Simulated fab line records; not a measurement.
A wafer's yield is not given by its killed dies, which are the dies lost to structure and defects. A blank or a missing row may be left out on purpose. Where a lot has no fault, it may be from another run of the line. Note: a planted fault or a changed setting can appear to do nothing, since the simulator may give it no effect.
Which tool did it? :: flow sky130 :: Sampling: 14 lots, 42 wafers, 4 of 708 route steps

== WHAT EACH GAUGE READ, for each wafer ==
SKY_FIELD_ISO_CD_MEAS_13 targets a cd of 150 nm. Usual: 149.8 nm for cd_nm, sd 1.6.
lot: L491
measured: day 2 04:19
on: cd_sem-02
cd_nm (nm): 150.9 150.1 151.3
flag: 

lot: L492
measured: day 2 10:43
on: cd_sem-02
cd_nm (nm): 151.5 151.8 152.2
flag: 

lot: L493
measured: day 2 16:07
on: cd_sem-01
cd_nm (nm): 149.6 151.7 150.2
flag: 

lot: L495
measured: day 3 02:31
on: cd_sem-02
cd_nm (nm): 150.4 150.3 149.5
flag: 

lot: L496
measured: day 3 06:25
on: cd_sem-02
cd_nm (nm): 147.7 147.4 146.6
flag: 

lot: L498
measured: day 3 18:13
on: cd_sem-01
cd_nm (nm): 151.0 152.0 150.9
flag: 

lot: L499
measured: day 3 23:34
on: cd_sem-02
cd_nm (nm): 151.8 151.2 150.5
flag: 

lot: L500
measured: day 4 04:38
on: cd_sem-02
cd_nm (nm): 150.4 150.2 149.5
flag: 

lot: L507
measured: day 5 16:01
on: cd_sem-01
cd_nm (nm): 150.4 148.3 149.3
flag: 

lot: L508
measured: day 5 21:21
on: cd_sem-01
cd_nm (nm): 149.5 151.6 150.6
flag: 

lot: L509
measured: day 6 02:18
on: cd_sem-01
cd_nm (nm): 151.6 153.4 152.3
flag: 

lot: L511
measured: day 6 12:43
on: cd_sem-02
cd_nm (nm): 148.5 148.5 148.1
flag: 

lot: L512
measured: day 6 18:55
on: cd_sem-01
cd_nm (nm): 151.0 151.0 152.3
flag: 

lot: L514
measured: day 7 05:22
on: cd_sem-01
cd_nm (nm): 149.3 149.7 149.0
flag: 

SKY_LDD_P_CD_MEAS_07 targets a cd of 380 nm. Usual: 380.8 nm for cd_nm, sd 2.2.
lot: L491
measured: day 18 18:53
on: cd_sem-02
cd_nm (nm): 380.5 382.7 382.1
flag: 

lot: L492
measured: day 19 05:53
on: cd_sem-02
cd_nm (nm): 379.4 380.3 379.2
flag: 

lot: L493
measured: day 20 06:26
on: cd_sem-02
cd_nm (nm): 378.5 376.3 378.5
flag: 

lot: L495
measured: day 21 04:45
on: cd_sem-02
cd_nm (nm): 380.6 381.9 382.3
flag: 

lot: L496
measured: day 21 01:10
on: cd_sem-02
cd_nm (nm): 380.1 379.9 380.6
flag: 

lot: L498
measured: day 22 03:55
on: cd_sem-01
cd_nm (nm): 384.2 383.2 383.0
flag: 

lot: L499
measured: day 22 07:45
on: cd_sem-01
cd_nm (nm): 379.9 382.1 381.8
flag: 

lot: L500
measured: day 22 13:51
on: cd_sem-01
cd_nm (nm): 381.7 379.7 378.8
flag: 

lot: L507
measured: day 24 23:12
on: cd_sem-02
cd_nm (nm): 379.9 383.1 383.2
flag: 

lot: L508
measured: day 25 11:08
on: cd_sem-02
cd_nm (nm): 377.2 378.5 381.6
flag: 

lot: L509
measured: day 25 14:08
on: cd_sem-02
cd_nm (nm): 380.5 378.7 380.2
flag: 

lot: L511
measured: day 26 05:28
on: cd_sem-02
cd_nm (nm): 380.0 383.8 382.6
flag: 

lot: L512
measured: day 26 11:08
on: cd_sem-02
cd_nm (nm): 377.9 378.3 382.6
flag: 

lot: L514
measured: day 27 09:04
on: cd_sem-01
cd_nm (nm): 379.8 381.4 383.5
flag: 

SKY_SD_P_OVL_MEAS_08. Usual: for SD_P_OVL the level is 0.4 nm and the standard deviation is 1.5.
lot: L491
measured: day 25 05:26
on: overlay-02
SD_P_OVL (nm): 2.5 2.9 1.9
flag: 

lot: L492
measured: day 25 17:53
on: overlay-02
SD_P_OVL (nm): 1.1 -1.1 -1.0
flag: 

lot: L493
measured: day 26 17:37
on: overlay-01
SD_P_OVL (nm): 3.7 3.2 0.4
flag: 

lot: L495
measured: day 27 14:43
on: overlay-02
SD_P_OVL (nm): 0.4 -2.2 -0.1
flag: 

lot: L496
measured: day 27 09:56
on: overlay-02
SD_P_OVL (nm): -2.0 0.1 -0.4
flag: 

lot: L498
measured: day 28 11:14
on: overlay-02
SD_P_OVL (nm): 3.3 0.9 1.7
flag: 

lot: L499
measured: day 28 14:59
on: overlay-02
SD_P_OVL (nm): -0.4 -0.9 -2.2
flag: 

lot: L500
measured: day 28 19:45
on: overlay-02
SD_P_OVL (nm): 0.8 2.9 0.7
flag: 

lot: L507
measured: day 31 01:49
on: overlay-01
SD_P_OVL (nm): 0.6 1.4 0.2
flag: 

lot: L508
measured: day 31 13:31
on: overlay-01
SD_P_OVL (nm): -1.7 -0.7 -2.1
flag: 

lot: L509
measured: day 31 16:16
on: overlay-01
SD_P_OVL (nm): -3.6 -3.3 -2.0
flag: 

lot: L511
measured: day 32 04:17
on: overlay-01
SD_P_OVL (nm): -0.1 0.1 0.0
flag: 

lot: L512
measured: day 32 11:13
on: overlay-01
SD_P_OVL (nm): 0.2 -1.3 0.2
flag: 

lot: L514
measured: day 33 05:43
on: overlay-01
SD_P_OVL (nm): 1.6 2.3 0.0
flag: 

== WHICH TOOL RAN EACH LOT (tool, then ch and the chambers of the sampled wafers, then the start) ==
lot: L491
SKY_LDD_N_IMPLANT_09: implanter-01 ch 0, day 17 11:37

lot: L492
SKY_LDD_N_IMPLANT_09: implanter-03 ch 0, day 17 22:51

lot: L493
SKY_LDD_N_IMPLANT_09: implanter-02 ch 0, day 18 21:47

lot: L495
SKY_LDD_N_IMPLANT_09: implanter-03 ch 0, day 19 20:22

lot: L496
SKY_LDD_N_IMPLANT_09: implanter-02 ch 0, day 19 17:20

lot: L498
SKY_LDD_N_IMPLANT_09: implanter-03 ch 0, day 20 19:38

lot: L499
SKY_LDD_N_IMPLANT_09: implanter-03 ch 0, day 20 23:56

lot: L500
SKY_LDD_N_IMPLANT_09: implanter-03 ch 0, day 21 06:31

lot: L507
SKY_LDD_N_IMPLANT_09: implanter-03 ch 0, day 23 16:12

lot: L508
SKY_LDD_N_IMPLANT_09: implanter-03 ch 0, day 24 04:52

lot: L509
SKY_LDD_N_IMPLANT_09: implanter-03 ch 0, day 24 07:33

lot: L511
SKY_LDD_N_IMPLANT_09: implanter-02 ch 0, day 24 22:31

lot: L512
SKY_LDD_N_IMPLANT_09: implanter-01 ch 0, day 25 03:41

lot: L514
SKY_LDD_N_IMPLANT_09: implanter-01 ch 0, day 26 02:20
- SKY_LDD_N_IMPLANT_09

== AS READ BY THE TOOLS THEMSELVES (means over the sampled wafers that have a number; for cases with no such wafer, the mark the record gives instead) ==
SKY_LDD_N_IMPLANT_09. Usual: dose_ions_cm2 7.501e+13, standard deviation 7.4e+10; faraday_current_uA 421, standard deviation 8.8.
lot: L491
tool: implanter-01
dose_ions_cm2: 7.503e+13
faraday_current_uA: 414
flag: 

lot: L492
tool: implanter-03
dose_ions_cm2: 7.503e+13
faraday_current_uA: 416
flag: 

lot: L493
tool: implanter-02
dose_ions_cm2: 7.502e+13
faraday_current_uA: 431
flag: 

lot: L495
tool: implanter-03
dose_ions_cm2: 7.496e+13
faraday_current_uA: 423
flag: 

lot: L496
tool: implanter-02
dose_ions_cm2: 7.505e+13
faraday_current_uA: 428
flag: 

lot: L498
tool: implanter-03
dose_ions_cm2: 7.495e+13
faraday_current_uA: 414
flag: 

lot: L499
tool: implanter-03
dose_ions_cm2: 7.497e+13
faraday_current_uA: 418
flag: 

lot: L500
tool: implanter-03
dose_ions_cm2: 7.504e+13
faraday_current_uA: 418
flag: 

lot: L507
tool: implanter-03
dose_ions_cm2: 6.669e+13
faraday_current_uA: 378
flag: OFF

lot: L508
tool: implanter-03
dose_ions_cm2: 6.661e+13
faraday_current_uA: 371
flag: OFF

lot: L509
tool: implanter-03
dose_ions_cm2: 6.660e+13
faraday_current_uA: 373
flag: OFF

lot: L511
tool: implanter-02
dose_ions_cm2: 7.501e+13
faraday_current_uA: 430
flag: 

lot: L512
tool: implanter-01
dose_ions_cm2: 7.501e+13
faraday_current_uA: 422
flag: 

lot: L514
tool: implanter-01
dose_ions_cm2: 7.497e+13
faraday_current_uA: 428
flag: 

== THE ANSWER, worked out from the rows above alone ==
Rule: a lot counts as off when the mean over its wafers that have a number is more than 3 standard deviations away from the usual mean. Also off: a lot with no number at a reading for which 4 or more lots have one. Any other lot the step has rows for is counted as sound. The gauges are gone through in route order, then the tools' own readings, and for those a lot's mean is taken as printed above. At the first step where some lot is off, the reading lying furthest off is the one used; lots without a number count as furthest.
Off: L507, L508, L509, at SKY_LDD_N_IMPLANT_09 (dose_ions_cm2).
If a tool, at that step or one of the process steps before it, ran each lot that is off and ran no sound lot following the first of them, it fits. One fits: implanter-03 at SKY_LDD_N_IMPLANT_09. Its last sound lot is L500 (day 21 06:31), its first lot that is off L507 (day 23 16:12): a fault that began between those two fits.
The tool's own readings at SKY_LDD_N_IMPLANT_09 bear it out: on the lots that are off they differ by more than 5 times the standard deviation of the sound lots' means. dose_ions_cm2 reads 6.663e+13 there against 7.500e+13 on the sound lots; faraday_current_uA reads 374 there against 422 on the sound lots.

== WHAT THE SIMULATOR HAD PUT IN ==
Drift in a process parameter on implanter-03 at SKY_LDD_N_IMPLANT_09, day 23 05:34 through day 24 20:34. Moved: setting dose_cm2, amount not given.
Struck lots among those shown: L507, L508, L509. The rule above found the same.
